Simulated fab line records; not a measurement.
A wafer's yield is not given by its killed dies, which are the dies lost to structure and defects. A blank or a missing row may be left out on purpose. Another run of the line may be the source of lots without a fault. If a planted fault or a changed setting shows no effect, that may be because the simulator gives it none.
fab line records    flow sky130
record: lots: 13  wafers: 39  last_day: 50
route steps=708 shown LI_CONTACT@371 PAD_OPEN@708
lots that met no fault: from a run of the same line without faults
start_h: hours from the record's first day to the start of the lot's first wafer shown    wait_h: time in hours since the lot's previous step    " repeats the value in the row above    L1.1+2: several wafers, shown together as one row    - either no value or no given start    * or withheld: withheld    < > ~ a bound
route shown NAME@n: a module of which the file shows steps, and the number in the route of the first    usual: mean/standard deviation taken from wafers without a fault    same: alike in all rows    chamber/n: place in a boat    sites: per-site readings    _std_site: the standard deviation of these    _edge_site: inner sites' mean taken away from outer sites' mean    radius_mm: for every site, how far away it sits from the centre of the wafer    mask NAME#n: copy n    behind: the most recent tool/chamber to have shaped the wafer    hold: reason for holding the lot/hours on hold/outcome of the hold    device: names the non-switching transistor (n, p or np)    end of line: at the end of the route, the tests of the same wafers    a step without rows: its recipe alone    killed: dies lost to structure and defects at the first sort, not the wafer's yield    map: dies across one wafer; x = killed, . = not, _ = none there
set.NAME: the setting the step ran with; set.NAME@STEP: the setting that earlier step ran with    model.NAME: the simulator's own value behind a step, which no gauge read
the route's steps for a sample of lots (tables are steps, rows are wafers)
services: when a tool's chamber went out of use (start_h, in hours from the record's first day, below 0 if earlier), for how many hours, and the reason
== steps ==
step: SKY_LI_CONTACT_EXPOSE_09
recipe: mask_id: LICM1  na: 0.8  source_shape: annular  sigma_inner: 0.55  sigma_outer: 0.85  target_cd_nm: 170  dose_mj: 38
usual: exposure_dose_mJ_cm2: 38.07/0.26  reticle_temp_C: 23.01/0.12
same: sigma_outer: 0.85
lot.wafer  tool            chamber  start_h  wait_h  mask        exposure_dose_mJ_cm2  reticle_temp_C
L960.1     krf_scanner-02  0        667.45   -       LICM1#0     37.90                 22.94
L960.3     "               0        "        "       LICM1#0     37.88                 23.13
L960.6     "               0        "        "       LICM1#0     37.85                 23.03
L961.3     krf_scanner-01  0        679.10   -       LICM1#0     38.36                 22.90
L961.5     "               0        "        "       LICM1#0     38.38                 23.17
L961.6     "               0        "        "       LICM1#0     38.37                 23.05
L962.1     krf_scanner-02  0        681.06   -       LICM1#0     37.85                 23.04
L962.2     "               0        "        "       LICM1#0     37.83                 22.98
L962.5     "               0        "        "       LICM1#0     37.81                 23.19
L964.1     krf_scanner-01  0        695.93   -       LICM1#0     38.34                 22.91
L964.3     "               0        "        "       LICM1#0     38.43                 23.02
L964.6     "               0        "        "       LICM1#0     38.38                 22.98
L965.3     krf_scanner-01  0        701.46   -       LICM1#0     38.34                 23.06
L965.4     "               0        "        "       LICM1#0     38.40                 23.00
L965.5     "               0        "        "       LICM1#0     38.37                 22.96
L966.1     krf_scanner-02  0        720.06   -       LICM1#0     37.82                 23.03
L966.2     "               0        "        "       LICM1#0     37.82                 23.15
L966.3     "               0        "        "       LICM1#0     37.79                 22.97
L967.3     krf_scanner-01  0        722.40   -       LICM1#0     38.32                 23.23
L967.4     "               0        "        "       LICM1#0     38.32                 23.11
L967.6     "               0        "        "       LICM1#0     38.28                 22.94
L969.1     krf_scanner-01  0        736.17   -       LICM1_R1#0  38.29                 22.81
L969.3     "               0        "        "       LICM1_R1#0  38.31                 22.80
L969.4     "               0        "        "       LICM1_R1#0  38.29                 22.76
L970.1     krf_scanner-01  0        744.99   -       LICM1#0     38.33                 22.89
L970.2     "               0        "        "       LICM1#0     38.34                 22.97
L970.6     "               0        "        "       LICM1#0     38.33                 23.05
L977.1     krf_scanner-01  0        798.54   -       LICM1#0     38.33                 23.00
L977.5     "               0        "        "       LICM1#0     38.32                 22.85
L977.6     "               0        "        "       LICM1#0     38.31                 23.06
L978.2     krf_scanner-02  0        808.02   -       LICM1#0     37.82                 22.83
L978.5     "               0        "        "       LICM1#0     37.86                 23.08
L978.6     "               0        "        "       LICM1#0     37.89                 23.09
L980.2     krf_scanner-01  0        816.48   -       LICM1#0     38.27                 23.06
L980.4     "               0        "        "       LICM1#0     38.31                 22.98
L980.5     "               0        "        "       LICM1#0     38.35                 23.07
L982.4     krf_scanner-01  0        838.54   -       LICM1#0     38.23                 22.84
L982.5     "               0        "        "       LICM1#0     38.28                 22.99
L982.6     "               0        "        "       LICM1#0     38.28                 22.92
step: SKY_LI_CONTACT_CD_MEAS_12
recipe: target_cd_nm: 170
usual: cd_nm: 170.3/2
lot.wafer  tool       chamber  start_h  wait_h  hold                      cd_nm
L960.1     cd_sem-02  -        681.62   -       -                         171.0
L960.3     "          -        "        "       -                         170.2
L960.6     "          -        "        "       -                         171.3
L961.3     cd_sem-02  -        692.43   -       -                         172.3
L961.5     "          -        "        "       -                         169.4
L961.6     "          -        "        "       -                         169.7
L962.1     cd_sem-01  -        694.44   -       -                         170.7
L962.2     "          -        "        "       -                         171.1
L962.5     "          -        "        "       -                         170.4
L964.1     cd_sem-02  -        709.84   -       -                         167.7
L964.3     "          -        "        "       -                         167.6
L964.6     "          -        "        "       -                         167.7
L965.3     cd_sem-02  -        715.41   -       -                         169.5
L965.4     "          -        "        "       -                         168.5
L965.5     "          -        "        "       -                         168.7
L966.1     cd_sem-01  -        733.19   -       -                         172.4
L966.2     "          -        "        "       -                         171.9
L966.3     "          -        "        "       -                         172.2
L967.3     cd_sem-02  -        735.88   -       -                         166.6
L967.4     "          -        "        "       -                         168.0
L967.6     "          -        "        "       -                         168.6
L969.1     cd_sem-01  -        749.74   -       await_dispo/0.2h/release  138.6
L969.3     "          -        "        "       await_dispo/0.2h/release  138.7
L969.4     "          -        "        "       await_dispo/0.2h/release  138.4
L969.1     cd_sem-01  -        750.23   0.5     -                         139.0
L969.3     "          -        "        "       -                         138.7
L969.4     "          -        "        "       -                         138.6
L970.1     cd_sem-02  -        757.84   -       -                         170.4
L970.2     "          -        "        "       -                         169.7
L970.6     "          -        "        "       -                         171.4
L977.1     cd_sem-02  -        811.24   -       -                         166.2
L977.5     "          -        "        "       -                         166.6
L977.6     "          -        "        "       -                         167.4
L978.2     cd_sem-02  -        820.76   -       -                         168.9
L978.5     "          -        "        "       -                         168.0
L978.6     "          -        "        "       -                         168.1
L980.2     cd_sem-02  -        829.79   -       -                         168.1
L980.4     "          -        "        "       -                         168.6
L980.5     "          -        "        "       -                         168.6
L982.4     cd_sem-02  -        851.40   -       -                         175.6
L982.5     "          -        "        "       -                         173.9
L982.6     "          -        "        "       -                         172.9
step: SKY_PAD_OPEN_PROBE_99
usual: killed_at_M0_to_M3: 43/6.6  killed_at_M4_up: 3.4/1.8  killed_at_contacts: 24/4.9  killed_at_front_end: 15/4.1  killed_at_other: 0.3/0.55  killed_dies: 85/8.8  killed_on_rim: 17/3.7  killed_open: 46/6.1  killed_short: 39/5.7
same: gross_dies: 492  killed_at_back_side: 0
lot.wafer  tool       chamber  start_h  wait_h  hold                      killed_at_M0_to_M3  killed_at_M4_up  killed_at_contacts  killed_at_front_end  killed_at_other  killed_dies  killed_on_rim  killed_open  killed_short
L960.1     prober-02  -        1081.43  0.1     -                         54                  2                21                  25                   1                103          19             66           37
L960.3     prober-02  -        1081.53  0.2     -                         60                  4                16                  13                   1                94           17             51           43
L960.6     prober-02  -        1081.68  0.2     -                         44                  2                25                  18                   0                89           16             53           36
L961.3     prober-01  -        1093.40  0.2     -                         32                  7                16                  15                   0                70           16             41           29
L961.5     prober-01  -        1093.50  0.2     -                         26                  5                20                  9                    1                61           15             29           31
L961.6     prober-01  -        1093.55  0.2     -                         37                  2                29                  20                   1                89           17             48           41
L962.1     prober-02  -        1093.71  0.1     -                         45                  4                26                  20                   0                95           17             50           45
L962.2     prober-02  -        1093.76  0.1     -                         52                  8                24                  17                   0                101          24             56           45
L962.5     prober-02  -        1093.91  0.2     -                         33                  3                29                  14                   1                80           18             35           45
L964.1     prober-02  -        1102.01  0.1     -                         42                  2                31                  12                   0                87           15             48           39
L964.3     prober-02  -        1102.11  0.2     -                         32                  1                28                  18                   1                80           12             46           34
L964.6     prober-02  -        1102.26  0.2     -                         39                  8                26                  9                    1                83           15             46           37
L965.3     prober-01  -        1104.49  0.2     -                         42                  2                22                  18                   0                84           18             51           33
L965.4     prober-01  -        1104.54  0.2     -                         43                  0                22                  13                   1                79           21             44           35
L965.5     prober-01  -        1104.59  0.2     -                         42                  2                26                  13                   1                84           19             49           34
L966.1     prober-02  -        1119.98  0.1     -                         35                  4                23                  14                   0                76           17             35           40
L966.2     prober-02  -        1120.03  0.1     -                         44                  0                26                  14                   1                85           16             45           40
L966.3     prober-02  -        1120.08  0.2     -                         44                  5                25                  17                   0                91           20             46           42
L967.3     prober-01  -        1121.82  0.2     -                         42                  3                20                  16                   1                82           16             39           42
L967.4     prober-01  -        1121.87  0.2     -                         38                  1                33                  11                   2                85           16             46           38
L967.6     prober-01  -        1121.97  0.2     -                         43                  6                35                  15                   1                100          22             54           43
L969.1     prober-01  -        1131.50  0.1     await_dispo/8.5h/release  54                  3                272                 21                   0                350          33             57           50
L969.3     prober-01  -        1131.60  0.2     await_dispo/8.5h/release  36                  6                298                 16                   0                356          35             52           40
L969.4     prober-01  -        1131.65  0.2     await_dispo/8.5h/release  38                  3                268                 12                   0                321          30             42           41
L970.1     prober-02  -        1139.27  0.1     -                         49                  2                21                  14                   0                86           15             47           39
L970.2     prober-02  -        1139.32  0.1     -                         37                  3                18                  11                   0                69           12             40           29
L970.6     prober-02  -        1139.52  0.2     -                         37                  0                29                  15                   0                81           19             51           30
L977.1     prober-01  -        1174.40  0.1     -                         45                  5                19                  14                   0                83           20             46           37
L977.5     prober-01  -        1174.60  0.2     -                         29                  4                29                  22                   0                84           18             50           34
L977.6     prober-01  -        1174.65  0.2     -                         33                  2                27                  18                   0                80           12             45           35
L978.2     prober-02  -        1182.06  0.1     -                         48                  8                28                  20                   0                104          20             50           54
L978.5     prober-02  -        1182.21  0.2     -                         41                  7                28                  17                   1                94           19             49           43
L978.6     prober-02  -        1182.26  0.2     -                         44                  3                18                  17                   0                82           11             41           41
L980.2     prober-02  -        1185.06  0.1     -                         36                  1                20                  12                   0                69           13             44           25
L980.4     prober-02  -        1185.16  0.2     -                         43                  1                21                  20                   0                85           11             46           39
L980.5     prober-02  -        1185.21  0.2     -                         37                  3                26                  13                   1                80           12             51           28
L982.4     prober-02  -        1198.31  0.2     -                         42                  3                25                  20                   1                91           21             43           46
L982.5     prober-02  -        1198.36  0.2     -                         58                  5                26                  16                   0                105          20             55           49
L982.6     prober-02  -        1198.41  0.2     -                         45                  3                22                  13                   0                83           17             46           37
killed by level:class
L960.1 VIA1:geometric_particle:open=19 CONTACT:geometric_particle:open=10 VIA3:geometric_particle:open=9 POLY_GATE:geometric_particle:open=7 FIELD_ISO:geometric_particle:open=6 VIA2:geometric_particle:short=6 VIA2:geometric_particle:open=5 LI_CONTACT:geometric_particle:open=4
L960.3 VIA1:geometric_particle:open=17 VIA3:geometric_particle:open=9 METAL2:geometric_particle:short=8 VIA2:geometric_particle:open=7 CONTACT:geometric_particle:open=7 METAL1:geometric_particle:short=7 POLY_GATE:geometric_particle:short=5 POLY_GATE:geometric_particle:open=4
L960.6 VIA1:geometric_particle:open=13 CONTACT:geometric_particle:open=11 VIA3:geometric_particle:open=10 LI_CONTACT:geometric_particle:open=6 FIELD_ISO:geometric_particle:short=5 METAL2:geometric_particle:short=5 POLY_GATE:geometric_particle:short=4 LOCAL_INTERCONNECT:geometric_particle:short=4
L961.3 VIA1:geometric_particle:open=7 FIELD_ISO:geometric_particle:open=6 FIELD_ISO:geometric_particle:short=6 CONTACT:geometric_particle:open=6 VIA2:geometric_particle:open=6 METAL4:geometric_particle:short=6 LOCAL_INTERCONNECT:geometric_particle:short=5 METAL1:geometric_particle:open=4
L961.5 VIA1:geometric_particle:open=9 LI_CONTACT:geometric_particle:open=7 METAL1:geometric_particle:short=6 FIELD_ISO:geometric_particle:short=4 CONTACT:geometric_particle:short=4 CONTACT:geometric_particle:open=4 METAL4:geometric_particle:short=4 METAL2:geometric_particle:short=3
L961.6 VIA1:geometric_particle:open=13 CONTACT:geometric_particle:open=9 CONTACT:geometric_particle:short=9 POLY_GATE:geometric_particle:short=7 VIA2:geometric_particle:open=6 LI_CONTACT:geometric_particle:open=5 VIA3:geometric_particle:open=5 FIELD_ISO:geometric_particle:short=4
L962.1 VIA1:geometric_particle:open=13 CONTACT:geometric_particle:open=8 METAL2:geometric_particle:short=8 VIA3:geometric_particle:open=7 POLY_GATE:geometric_particle:short=6 LI_CONTACT:geometric_particle:short=5 LI_CONTACT:geometric_particle:open=5 CONTACT:geometric_particle:short=5
L962.2 VIA1:geometric_particle:open=12 LI_CONTACT:geometric_particle:open=9 VIA2:geometric_particle:open=9 VIA3:geometric_particle:open=8 METAL4:geometric_particle:short=7 LI_CONTACT:geometric_particle:short=6 FIELD_ISO:geometric_particle:short=5 POLY_GATE:geometric_particle:open=5
L962.5 CONTACT:geometric_particle:open=14 METAL1:geometric_particle:short=7 VIA1:geometric_particle:open=6 LI_CONTACT:geometric_particle:short=5 LI_CONTACT:geometric_particle:open=5 POLY_GATE:geometric_particle:short=4 VIA1:geometric_particle:short=4 METAL2:geometric_particle:short=4
L964.1 CONTACT:geometric_particle:open=13 VIA1:geometric_particle:open=8 VIA2:geometric_particle:open=8 LI_CONTACT:geometric_particle:short=6 VIA3:geometric_particle:open=6 CONTACT:geometric_particle:short=5 METAL1:geometric_particle:short=5 POLY_GATE:geometric_particle:open=4
L964.3 CONTACT:geometric_particle:open=10 POLY_GATE:geometric_particle:open=8 LI_CONTACT:geometric_particle:open=8 VIA1:geometric_particle:open=8 METAL1:geometric_particle:short=6 POLY_GATE:geometric_particle:short=5 CONTACT:geometric_particle:short=5 METAL2:geometric_particle:short=4
L964.6 LI_CONTACT:geometric_particle:open=11 VIA1:geometric_particle:open=11 CONTACT:geometric_particle:open=9 METAL4:geometric_particle:short=6 VIA1:geometric_particle:short=6 CONTACT:geometric_particle:short=5 VIA2:geometric_particle:short=5 VIA2:geometric_particle:open=5
L965.3 VIA1:geometric_particle:open=11 VIA3:geometric_particle:open=7 CONTACT:geometric_particle:short=6 CONTACT:geometric_particle:open=6 FIELD_ISO:geometric_particle:open=5 LI_CONTACT:geometric_particle:open=5 METAL1:geometric_particle:short=5 METAL2:geometric_particle:short=5
L965.4 VIA1:geometric_particle:open=11 METAL1:geometric_particle:short=9 LI_CONTACT:geometric_particle:open=7 FIELD_ISO:geometric_particle:open=6 CONTACT:geometric_particle:open=6 VIA1:geometric_particle:short=6 VIA2:geometric_particle:open=4 METAL2:geometric_particle:short=4
L965.5 CONTACT:geometric_particle:open=9 LI_CONTACT:geometric_particle:open=8 VIA1:geometric_particle:open=8 VIA3:geometric_particle:open=8 CONTACT:geometric_particle:short=5 METAL1:geometric_particle:short=5 METAL2:geometric_particle:short=5 FIELD_ISO:geometric_particle:open=4
L966.1 CONTACT:geometric_particle:open=11 METAL1:geometric_particle:short=9 VIA2:geometric_particle:open=6 LI_CONTACT:geometric_particle:open=5 FIELD_ISO:geometric_particle:open=4 METAL3:geometric_particle:short=4 METAL4:geometric_particle:short=4 FIELD_ISO:geometric_particle:short=3
L966.2 VIA1:geometric_particle:open=13 CONTACT:geometric_particle:open=11 METAL1:geometric_particle:short=7 CONTACT:geometric_particle:short=5 VIA2:geometric_particle:short=5 VIA2:geometric_particle:open=5 FIELD_ISO:geometric_particle:short=4 LOCAL_INTERCONNECT:geometric_particle:short=4
L966.3 VIA1:geometric_particle:open=14 CONTACT:geometric_particle:short=8 FIELD_ISO:geometric_particle:short=7 FIELD_ISO:geometric_particle:open=6 VIA3:geometric_particle:open=5 CONTACT:geometric_particle:open=5 METAL4:geometric_particle:short=5 LOCAL_INTERCONNECT:geometric_particle:open=4
L967.3 LOCAL_INTERCONNECT:geometric_particle:short=8 VIA1:geometric_particle:short=7 CONTACT:geometric_particle:open=6 VIA3:geometric_particle:open=6 VIA1:geometric_particle:open=6 METAL2:geometric_particle:short=6 FIELD_ISO:geometric_particle:open=5 POLY_GATE:geometric_particle:short=4
L967.4 CONTACT:geometric_particle:open=14 LI_CONTACT:geometric_particle:open=7 LOCAL_INTERCONNECT:geometric_particle:short=6 VIA2:geometric_particle:open=6 METAL1:geometric_particle:short=5 VIA1:geometric_particle:open=5 FIELD_ISO:geometric_particle:open=4 VIA1:geometric_particle:short=4
L967.6 CONTACT:geometric_particle:open=15 LI_CONTACT:geometric_particle:open=9 VIA1:geometric_particle:open=8 METAL2:geometric_particle:short=7 LOCAL_INTERCONNECT:geometric_particle:short=6 METAL1:geometric_particle:short=5 VIA3:geometric_particle:open=5 FIELD_ISO:geometric_particle:short=3
L969.1 LI_CONTACT:area_expose=243 LI_CONTACT:geometric_particle:open=10 VIA1:geometric_particle:open=9 METAL1:geometric_particle:short=8 CONTACT:geometric_particle:open=7 VIA3:geometric_particle:open=7 VIA1:geometric_particle:short=6 POLY_GATE:geometric_particle:short=5
L969.3 LI_CONTACT:area_expose=264 VIA1:geometric_particle:open=10 LOCAL_INTERCONNECT:geometric_particle:short=10 CONTACT:geometric_particle:open=9 LI_CONTACT:geometric_particle:open=8 VIA2:geometric_particle:open=7 VIA3:geometric_particle:open=6 METAL1:geometric_particle:short=5
L969.4 LI_CONTACT:area_expose=238 CONTACT:geometric_particle:open=10 VIA3:geometric_particle:open=9 METAL2:geometric_particle:short=8 METAL1:geometric_particle:short=6 LI_CONTACT:geometric_particle:open=5 LOCAL_INTERCONNECT:geometric_particle:short=5 CONTACT:geometric_particle:short=5
L970.1 VIA1:geometric_particle:open=12 METAL1:geometric_particle:short=9 CONTACT:geometric_particle:open=7 VIA3:geometric_particle:open=7 VIA1:geometric_particle:short=6 LI_CONTACT:geometric_particle:open=6 METAL2:geometric_particle:short=4 FIELD_ISO:geometric_particle:short=3
L970.2 METAL2:geometric_particle:short=9 VIA1:geometric_particle:open=7 CONTACT:geometric_particle:open=7 LI_CONTACT:geometric_particle:open=6 METAL1:geometric_particle:short=6 VIA2:geometric_particle:open=5 FIELD_ISO:geometric_particle:open=4 VIA3:geometric_particle:open=4
L970.6 CONTACT:geometric_particle:open=12 LI_CONTACT:geometric_particle:open=11 VIA1:geometric_particle:open=10 POLY_GATE:geometric_particle:short=5 METAL3:geometric_particle:short=5 FIELD_ISO:geometric_particle:open=4 METAL1:geometric_particle:open=4 METAL2:geometric_particle:short=3
L977.1 VIA1:geometric_particle:open=8 VIA2:geometric_particle:open=7 VIA3:geometric_particle:open=6 VIA1:geometric_particle:short=6 METAL2:geometric_particle:short=6 POLY_GATE:geometric_particle:open=5 LI_CONTACT:geometric_particle:open=5 LOCAL_INTERCONNECT:geometric_particle:short=5
L977.5 CONTACT:geometric_particle:open=12 CONTACT:geometric_particle:short=9 VIA2:geometric_particle:open=9 VIA1:geometric_particle:open=8 FIELD_ISO:geometric_particle:short=6 FIELD_ISO:geometric_particle:open=5 POLY_GATE:geometric_particle:open=5 LI_CONTACT:geometric_particle:open=4
L977.6 CONTACT:geometric_particle:open=10 VIA1:geometric_particle:open=9 FIELD_ISO:geometric_particle:short=6 LI_CONTACT:geometric_particle:open=6 FIELD_ISO:geometric_particle:open=5 VIA2:geometric_particle:short=5 VIA2:geometric_particle:open=5 LOCAL_INTERCONNECT:geometric_particle:short=4
L978.2 LI_CONTACT:geometric_particle:open=9 CONTACT:geometric_particle:open=9 VIA1:geometric_particle:short=9 VIA3:geometric_particle:open=8 METAL1:geometric_particle:short=7 VIA1:geometric_particle:open=6 METAL4:geometric_particle:short=5 POLY_GATE:geometric_particle:open=5
L978.5 VIA1:geometric_particle:open=15 CONTACT:geometric_particle:open=10 VIA2:geometric_particle:open=8 LOCAL_INTERCONNECT:geometric_particle:short=7 METAL4:geometric_particle:short=6 CONTACT:geometric_particle:short=5 FIELD_ISO:geometric_particle:short=4 POLY_GATE:geometric_particle:short=4
L978.6 METAL1:geometric_particle:short=9 POLY_GATE:geometric_particle:short=7 VIA3:geometric_particle:open=7 VIA2:geometric_particle:open=6 CONTACT:geometric_particle:open=6 CONTACT:geometric_particle:short=5 POLY_GATE:geometric_particle:open=4 METAL2:geometric_particle:short=4
L980.2 VIA1:geometric_particle:open=14 CONTACT:geometric_particle:open=8 LI_CONTACT:geometric_particle:open=6 LOCAL_INTERCONNECT:geometric_particle:short=5 POLY_GATE:geometric_particle:open=4 VIA2:geometric_particle:open=4 METAL2:geometric_particle:short=4 VIA3:geometric_particle:open=4
L980.4 VIA1:geometric_particle:open=12 LI_CONTACT:geometric_particle:open=9 FIELD_ISO:geometric_particle:short=6 LI_CONTACT:geometric_particle:short=5 CONTACT:geometric_particle:open=5 METAL2:geometric_particle:short=5 VIA2:geometric_particle:open=5 VIA3:geometric_particle:open=5
L980.5 CONTACT:geometric_particle:open=12 VIA2:geometric_particle:open=10 VIA1:geometric_particle:open=9 LOCAL_INTERCONNECT:geometric_particle:short=7 VIA3:geometric_particle:open=7 POLY_GATE:geometric_particle:open=5 FIELD_ISO:geometric_particle:short=3 FIELD_ISO:geometric_particle:open=3
L982.4 CONTACT:geometric_particle:open=9 VIA1:geometric_particle:open=9 METAL1:geometric_particle:short=7 VIA3:geometric_particle:open=6 FIELD_ISO:geometric_particle:short=5 VIA1:geometric_particle:short=5 LI_CONTACT:geometric_particle:short=4 LI_CONTACT:geometric_particle:open=4
L982.5 CONTACT:geometric_particle:open=11 VIA1:geometric_particle:open=11 VIA2:geometric_particle:open=9 METAL2:geometric_particle:short=8 METAL1:geometric_particle:short=8 VIA3:geometric_particle:open=6 CONTACT:geometric_particle:short=5 LI_CONTACT:geometric_particle:short=4
L982.6 VIA1:geometric_particle:open=10 VIA2:geometric_particle:open=9 VIA3:geometric_particle:open=7 LI_CONTACT:geometric_particle:open=7 METAL2:geometric_particle:short=7 CONTACT:geometric_particle:open=6 CONTACT:geometric_particle:short=5 POLY_GATE:geometric_particle:short=3
== services ==
tool            chamber  start_h  hours  kind
krf_scanner-02  -        666.03   1.0    pm
krf_scanner-02  -        672.24   0.9    repair
krf_scanner-01  -        699.37   1.0    pm
krf_scanner-02  0        702.79   -      calibration
krf_scanner-01  0        705.96   -      calibration
krf_scanner-02  -        737.12   1.0    repair
krf_scanner-02  -        742.93   5.0    repair
krf_scanner-02  -        769.72   0.8    pm
krf_scanner-02  -        797.84   1.3    pm
krf_scanner-02  -        799.61   2.2    repair
krf_scanner-01  -        803.50   1.3    pm
krf_scanner-01  -        805.62   0.8    pm
krf_scanner-02  -        835.05   1.0    pm
== key ==
first_sign: step: SKY_LI_CONTACT_EXPOSE_09  reading: mask  direction: changed
effect: step: SKY_LI_CONTACT_CD_MEAS_12  reading: visit  direction: added
effect: step: SKY_LI_CONTACT_CD_MEAS_12  reading: cd_nm  direction: down  sigmas: 16  usual: 170.3  struck: 138.6
effect: step: SKY_PAD_OPEN_PROBE_99  reading: killed_at_contacts  direction: up  sigmas: 52  usual: 24  struck: 279
more_kills_born_at: SKY_LI_CONTACT_EXPOSE_09@krf_scanner-01: 745
met_at SKY_LI_CONTACT_EXPOSE_09
struck_lots L969
later_rows_left_out L969.3
tester_left_out L969
onset_between 722.40 736.17
fault: kind: wrong_mask  tool: any  chamber: -  onset_h: 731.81  steps: SKY_LI_CONTACT_EXPOSE_09  aux_copy: LICM1_R1#0  cd_offset_nm: -34  scope: struck_lots_only
tester_left_out: of these lots the tester's yield and bins aren't shown, on N5 and GAA mostly nor the transistor test; their killed dies are dies lost to structure and defects alone, not to doping, threshold or leakage, so they don't give the yield
later_rows_left_out: the simulator's readings of these wafers behind a module that went badly wrong aren't trusted and aren't shown, but for the sort
